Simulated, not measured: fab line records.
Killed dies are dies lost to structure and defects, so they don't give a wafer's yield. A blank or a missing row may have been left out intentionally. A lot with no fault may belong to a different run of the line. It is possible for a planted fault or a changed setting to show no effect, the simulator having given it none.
Code-filled problem report in 8D (eight disciplines) form    flow gf180mcu    the parts of the form that need people (team, actions taken, sign-off) are left out

== 1. THE ISSUE ==
Wafers without a fault read 56.60 W, standard deviation 0.041; heaterPowerTotalW at GF_VT_IMPLANT_SOFTBAKE_25 reads a mean of 58.33 W on 2 wafers belonging to 2 lots. Measured from the usual mean, that is +42 standard deviations.
The step: time 60 s.
The first sign was on wafer L701.1 at day 10 06:51, on lithoTrack-03. At this step, 40 wafers from 14 lots have a number in the record. Rule for "out", or "out of limits": more than 4 standard deviations from the usual mean. The rest of the wafers with a number are treated as sound.

== 2. WHAT IT IS AND WHAT IT IS NOT ==
question                     is                             is not
which readings at this step  heaterPowerTotalW, runLengthS  -
which lots                   L701, L704                     L687, L688, L689, L690, L691, L692, L693, L694, L695, L705, L708, L709
which wafers of those lots   L701.1, L704.1                 L701.5, L704.5
read on which tools          lithoTrack-03                  lithoTrack-02, lithoTrack-04
when                         from day 10 06:51              up to then (28 sound wafers); but 10 sound wafers of L704, L705, L708, L709 came after

== 3. SUSPECTS, AND WHAT RULES EACH OUT ==
Counting: a tool at a process step up to the reading stays a suspect if it ran every lot that is out. Sound lots after the first of them don't rule it out here, since some wafers of a struck lot are sound.
- lithoTrack-03 at GF_VT_IMPLANT_SOFTBAKE_25 (time 60 s): kept. Ran every lot that is out, first one L701 (day 10 06:51); last sound lot up to then L691 (day 7 19:03). Out on those wafers are its own readings of heaterPowerTotalW, runLengthS.
Remaining after the count: lithoTrack-03 at GF_VT_IMPLANT_SOFTBAKE_25.

== 4. THE CAUSE (what the simulator had put in) ==
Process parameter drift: lithoTrack-03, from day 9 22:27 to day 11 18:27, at GF_VT_IMPLANT_SOFTBAKE_25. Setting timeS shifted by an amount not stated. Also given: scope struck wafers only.
The count eliminated every tool but this one.

== 5. THE CHAIN OF EFFECTS, in route order ==
Each row: a reading whose mean over the struck wafers that have a number lies more than 3 standard deviations from the usual. Readings are gone through only where the record gives a usual standard deviation; hours: the median, over the lots, of the time from a lot's start at the first step in this table giving one to that lot's start at this step; sigmas: the change measured in usual standard deviations.
hours  step                       reading            usual    on struck wafers  change  sigmas
0      GF_VT_IMPLANT_SOFTBAKE_25  heaterPowerTotalW  56.60 W  58.33             +1.73   +42
0      GF_VT_IMPLANT_SOFTBAKE_25  runLengthS         89.32 s  83.94             -5.38   -41
Process steps it contains:
- GF_VT_IMPLANT_SOFTBAKE_25: time 60 s.
At these later measuring or inspecting steps, every struck wafer for which the step has a row has a number for every such reading, and none has moved that far: GF_VT_IMPLANT_OVL_MEAS_40, GF_VT_IMPLANT_RS_MEAS_46.

== 6. WHAT WOULD HAVE CAUGHT IT SOONER ==
The fault began at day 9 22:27; the first out-of-limits reading in this record came at day 10 06:51, 8 hours later.
